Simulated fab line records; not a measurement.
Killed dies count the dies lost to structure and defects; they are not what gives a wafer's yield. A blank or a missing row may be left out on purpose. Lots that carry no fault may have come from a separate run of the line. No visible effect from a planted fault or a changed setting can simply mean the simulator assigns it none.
fab line records | flow sky130
record: lots: 6 | wafers: 18 | last_day: 50
route steps=708 shown METAL1@435
lots that met no fault: from a run of the same line without faults
start_h: hours from the record's first day to the start of the lot's first wafer shown | wait_h: hours from the lot's prior step to this one | " unchanged from the row above | L1.1+2: a row that stands for several wafers | - value missing, or start not given | * or withheld: withheld | < > ~ a bound
route shown NAME@n: NAME is a module with steps in the file, n the number in the route of the first one | usual: average and standard deviation across the fault-free wafers | same: alike in all rows | chamber/n: place in a boat | sites: per-site readings | _std_site: the standard deviation of these | _edge_site: mean of outer sites minus mean of inner sites | radius_mm: for every site, how far away it sits from the centre of the wafer | mask NAME#n: copy n | behind: the last tool/chamber to shape the wafer | hold: reason for holding the lot/hours on hold/outcome of the hold | device: names the non-switching transistor (n, p or np) | end of line: the same wafers' tests at the end of the route | for a step that has no rows: nothing shown but its recipe | killed: at the first sort, the dies lost to defects and structure; wafer yield is something else | map: the dies of a wafer, with x for killed, . for not killed, _ for no die there
set.NAME: the setting that was run; set.NAME@STEP: the one run at that earlier step | model.NAME: the simulator's own value behind a step, which no gauge read
lots at selected steps of the route; one table per step, one row per wafer
services: the hour from which a tool's chamber was out of use, counted from the record's first day as start_h (under 0 if before that day), plus the number of hours and why
== steps ==
step: SKY_METAL1_SPUTTER_01
recipe: material: TiN | target_thk_nm: 20 | power_w: 6500 | time_s: 16.7 | chamber_pressure_pa: 0.4
usual: throttle_valve_pct: 30.0/0.95
lot.wafer | tool           | chamber | start_h | wait_h | throttle_valve_pct
L514.1    | pvd_sputter-02 | -       | 764.71  | 0.0    | 30.5
L514.4    | "              | -       | "       | "      | 30.5
L514.6    | "              | -       | "       | "      | 30.3
L519.3    | pvd_sputter-02 | -       | 771.75  | 0.0    | 29.2
L519.4    | "              | -       | "       | "      | 30.4
L519.5    | "              | -       | "       | "      | 29.0
L520.4    | pvd_sputter-02 | -       | 793.02  | 0.0    | 30.3
L520.5    | "              | -       | "       | "      | 30.3
L520.6    | "              | -       | "       | "      | 28.9
L523.2    | pvd_sputter-03 | -       | 802.57  | 0.0    | 28.5
L523.3    | "              | -       | "       | "      | 29.2
L523.5    | "              | -       | "       | "      | 31.3
L527.3    | pvd_sputter-02 | -       | 829.56  | 0.0    | 30.5
L527.4    | "              | -       | "       | "      | 29.1
L527.6    | "              | -       | "       | "      | 30.4
L535.2    | pvd_sputter-03 | -       | 894.29  | 0.0    | 30.1
L535.4    | "              | -       | "       | "      | 28.3
L535.5    | "              | -       | "       | "      | 31.5
step: SKY_METAL1_SPUTTER_02
recipe: material: AlCu | target_thk_nm: 250 | power_w: 10600 | time_s: 13.3 | chamber_pressure_pa: 0.4
usual: throttle_valve_pct: 30.0/0.95
lot.wafer | tool           | chamber | start_h | wait_h | throttle_valve_pct
L514.1    | pvd_sputter-02 | -       | 764.73  | 0.0    | 30.6
L514.4    | "              | -       | "       | "      | 30.3
L514.6    | "              | -       | "       | "      | 30.3
L519.3    | pvd_sputter-02 | -       | 771.77  | 0.0    | 29.1
L519.4    | "              | -       | "       | "      | 30.3
L519.5    | "              | -       | "       | "      | 29.1
L520.4    | pvd_sputter-02 | -       | 793.04  | 0.0    | 30.3
L520.5    | "              | -       | "       | "      | 30.6
L520.6    | "              | -       | "       | "      | 29.1
L523.2    | pvd_sputter-03 | -       | 802.59  | 0.0    | 28.9
L523.3    | "              | -       | "       | "      | 29.4
L523.5    | "              | -       | "       | "      | 31.3
L527.3    | pvd_sputter-02 | -       | 829.58  | 0.0    | 30.5
L527.4    | "              | -       | "       | "      | 29.0
L527.6    | "              | -       | "       | "      | 30.6
L535.2    | pvd_sputter-03 | -       | 894.32  | 0.0    | 30.2
L535.4    | "              | -       | "       | "      | 28.7
L535.5    | "              | -       | "       | "      | 31.6
step: SKY_METAL1_SPUTTER_03
recipe: material: Ti | target_thk_nm: 5 | power_w: 3000 | time_s: 3.3 | chamber_pressure_pa: 0.4
usual: throttle_valve_pct: 30.0/0.94
lot.wafer | tool           | chamber | start_h | wait_h | throttle_valve_pct
L514.1    | pvd_sputter-02 | -       | 764.76  | 0.0    | 30.6
L514.4    | "              | -       | "       | "      | 30.4
L514.6    | "              | -       | "       | "      | 30.3
L519.3    | pvd_sputter-02 | -       | 771.80  | 0.0    | 28.7
L519.4    | "              | -       | "       | "      | 30.5
L519.5    | "              | -       | "       | "      | 28.9
L520.4    | pvd_sputter-02 | -       | 793.07  | 0.0    | 30.3
L520.5    | "              | -       | "       | "      | 30.4
L520.6    | "              | -       | "       | "      | 29.0
L523.2    | pvd_sputter-03 | -       | 802.62  | 0.0    | 28.7
L523.3    | "              | -       | "       | "      | 29.1
L523.5    | "              | -       | "       | "      | 31.0
L527.3    | pvd_sputter-02 | -       | 829.61  | 0.0    | 30.4
L527.4    | "              | -       | "       | "      | 29.0
L527.6    | "              | -       | "       | "      | 30.5
L535.2    | pvd_sputter-03 | -       | 894.34  | 0.0    | 30.1
L535.4    | "              | -       | "       | "      | 28.8
L535.5    | "              | -       | "       | "      | 31.6
step: SKY_METAL1_SPUTTER_04
recipe: material: TiN | target_thk_nm: 70 | power_w: 6500 | time_s: 58.3 | chamber_pressure_pa: 0.4
usual: throttle_valve_pct: 30.1/0.94
lot.wafer | tool           | chamber | start_h | wait_h | throttle_valve_pct
L514.1    | pvd_sputter-02 | -       | 764.78  | 0.0    | 30.6
L514.4    | "              | -       | "       | "      | 30.5
L514.6    | "              | -       | "       | "      | 30.4
L519.3    | pvd_sputter-02 | -       | 771.82  | 0.0    | 29.0
L519.4    | "              | -       | "       | "      | 30.6
L519.5    | "              | -       | "       | "      | 29.0
L520.4    | pvd_sputter-02 | -       | 793.09  | 0.0    | 30.5
L520.5    | "              | -       | "       | "      | 30.5
L520.6    | "              | -       | "       | "      | 29.1
L523.2    | pvd_sputter-03 | -       | 802.64  | 0.0    | 28.7
L523.3    | "              | -       | "       | "      | 29.6
L523.5    | "              | -       | "       | "      | 31.3
L527.3    | pvd_sputter-02 | -       | 829.62  | 0.0    | 30.2
L527.4    | "              | -       | "       | "      | 29.1
L527.6    | "              | -       | "       | "      | 30.6
L535.2    | pvd_sputter-03 | -       | 894.36  | 0.0    | 30.3
L535.4    | "              | -       | "       | "      | 28.7
L535.5    | "              | -       | "       | "      | 31.4
step: SKY_METAL1_RS_MEAS_05
recipe: thk_meas_gauge: four-point-probe | reads: TiN_of_METAL1_SPUTTER_04+Ti_of_METAL1_SPUTTER_03+AlCu_of_METAL1_SPUTTER_02+TiN_of_METAL1_SPUTTER_01+Ti_of_METAL1_SPUTTER_00
usual: METAL1_ALCU_RS: 0.1275/0.0014
lot.wafer | tool          | chamber | start_h | wait_h | METAL1_ALCU_RS[ohm/sq]
L514.1    | film_metro-02 | -       | 764.83  | 0.0    | 0.1278
L514.4    | "             | -       | "       | "      | 0.1280
L514.6    | "             | -       | "       | "      | 0.1276
L519.3    | film_metro-03 | -       | 771.91  | 0.1    | 0.1297
L519.4    | "             | -       | "       | "      | 0.1292
L519.5    | "             | -       | "       | "      | 0.1301
L520.4    | film_metro-03 | -       | 793.19  | 0.1    | 0.1278
L520.5    | "             | -       | "       | "      | 0.1282
L520.6    | "             | -       | "       | "      | 0.1280
L523.2    | film_metro-02 | -       | 802.71  | 0.0    | 0.1271
L523.3    | "             | -       | "       | "      | 0.1273
L523.5    | "             | -       | "       | "      | 0.1270
L527.3    | film_metro-04 | -       | 829.71  | 0.1    | 0.1272
L527.4    | "             | -       | "       | "      | 0.1283
L527.6    | "             | -       | "       | "      | 0.1267
L535.2    | film_metro-02 | -       | 894.43  | 0.0    | 0.1263
L535.4    | "             | -       | "       | "      | 0.1270
L535.5    | "             | -       | "       | "      | 0.1279
step: SKY_METAL1_THK_MEAS_06
recipe: thk_meas_gauge: xrf | reads: AlCu_of_METAL1_SPUTTER_02
usual: METAL1_ALCU_THK: 245.8/2.9
lot.wafer | tool          | chamber | start_h | wait_h | METAL1_ALCU_THK[nm]
L514.1    | film_metro-02 | -       | 764.95  | 0.1    | 243.4
L514.4    | "             | -       | "       | "      | 243.3
L514.6    | "             | -       | "       | "      | 244.2
L519.3    | film_metro-03 | -       | 772.01  | 0.1    | 241.7
L519.4    | "             | -       | "       | "      | 243.2
L519.5    | "             | -       | "       | "      | 240.4
L520.4    | film_metro-03 | -       | 793.28  | 0.1    | 245.3
L520.5    | "             | -       | "       | "      | 242.9
L520.6    | "             | -       | "       | "      | 245.6
L523.2    | film_metro-02 | -       | 802.82  | 0.1    | 244.2
L523.3    | "             | -       | "       | "      | 244.0
L523.5    | "             | -       | "       | "      | 244.3
L527.3    | film_metro-04 | -       | 829.81  | 0.1    | 245.6
L527.4    | "             | -       | "       | "      | 244.3
L527.6    | "             | -       | "       | "      | 246.0
L535.2    | film_metro-02 | -       | 894.54  | 0.1    | 245.1
L535.4    | "             | -       | "       | "      | 244.6
L535.5    | "             | -       | "       | "      | 243.3
step: SKY_METAL1_DEHYDRATE_07
recipe: temp_c: 200 | time_s: 60
step: SKY_METAL1_HMDS_08
recipe: prime_time_s: 60 | prime_temp_c: 120
step: SKY_METAL1_COAT_09
recipe: resist: BARC | temp_c: withheld | time_s: withheld | spin_rpm: 3000 | resist_thk_nm: 60
step: SKY_METAL1_COAT_10
recipe: resist: KrF-thick | spin_rpm: 3000 | resist_thk_nm: 450
step: SKY_METAL1_SOFTBAKE_11
recipe: temp_c: 100 | time_s: 90 | resist: KrF-thick
step: SKY_METAL1_EXPOSE_12
recipe: mask_id: MM1 | na: 0.8 | source_shape: annular | sigma_inner: 0.55 | sigma_outer: 0.85 | target_cd_nm: 140 | dose_mj: 28
step: SKY_METAL1_PEB_13
recipe: peb_temp_c: withheld | peb_time_s: withheld | resist: KrF-thick
usual: chill_plate_temp_C: * | exhaust_pa: 45.0/0.9
lot.wafer | tool           | chamber | start_h | wait_h | chill_plate_temp_C | exhaust_pa
L514.1    | litho_track-03 | 0       | 790     | -      | *                  | 44.5
L514.4    | "              | 0       | 791     | -      | *                  | 44.3
L514.6    | "              | 0       | "       | "      | *                  | 44.3
L519.3    | litho_track-01 | -       | 798     | -      | -                  | -
L519.4    | "              | -       | "       | "      | -                  | -
L519.5    | "              | -       | "       | "      | -                  | -
L520.4    | litho_track-01 | -       | 819     | -      | -                  | -
L520.5    | "              | -       | "       | "      | -                  | -
L520.6    | "              | -       | "       | "      | -                  | -
L523.2    | litho_track-03 | 0       | 828     | -      | *                  | 45.4
L523.3    | "              | 0       | "       | "      | *                  | 44.8
L523.5    | "              | 0       | "       | "      | *                  | 45.0
L527.3    | litho_track-04 | 0       | 855     | -      | *                  | 44.6
L527.4    | "              | 0       | "       | "      | *                  | 44.4
L527.6    | "              | 0       | "       | "      | *                  | 45.4
L535.2    | litho_track-01 | 0       | 918     | -      | *                  | 45.2
L535.4    | "              | 0       | "       | "      | *                  | 46.5
L535.5    | "              | 0       | "       | "      | *                  | 45.2
step: SKY_METAL1_DEVELOP_14
recipe: develop_time_s: 60 | resist: KrF-thick | dev_temp_c: 21
== services ==
tool           | chamber | start_h | hours | kind
pvd_sputter-02 | -       | 812.79  | 4.9   | repair
litho_track-04 | -       | 912.70  | -     | consumable_replace:filter
== key ==
first_sign: step: SKY_METAL1_PEB_13 | reading: tool_record | direction: missing
effect none on later readings
met_at SKY_METAL1_PEB_13
struck_wafers L519.3,L519.4,L519.5,L520.4,L520.5,L520.6
later_rows_left_out L519.3,L519.4,L519.5,L520.4,L520.5,L520.6
sort_left_out L519.3,L519.4,L519.5,L520.4,L520.5,L520.6
fault: kind: skipped_step_whole | tool: litho_track-01 | chamber: - | onset_h: 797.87 | steps: SKY_METAL1_PEB_13 | scope: struck_lots_only
sort_left_out: the simulated sort isn't trusted on such a fault, so these wafers' sort isn't shown, and their yield isn't known
later_rows_left_out: the simulator's readings of these wafers behind a module that went badly wrong aren't trusted and aren't shown, but for the sort
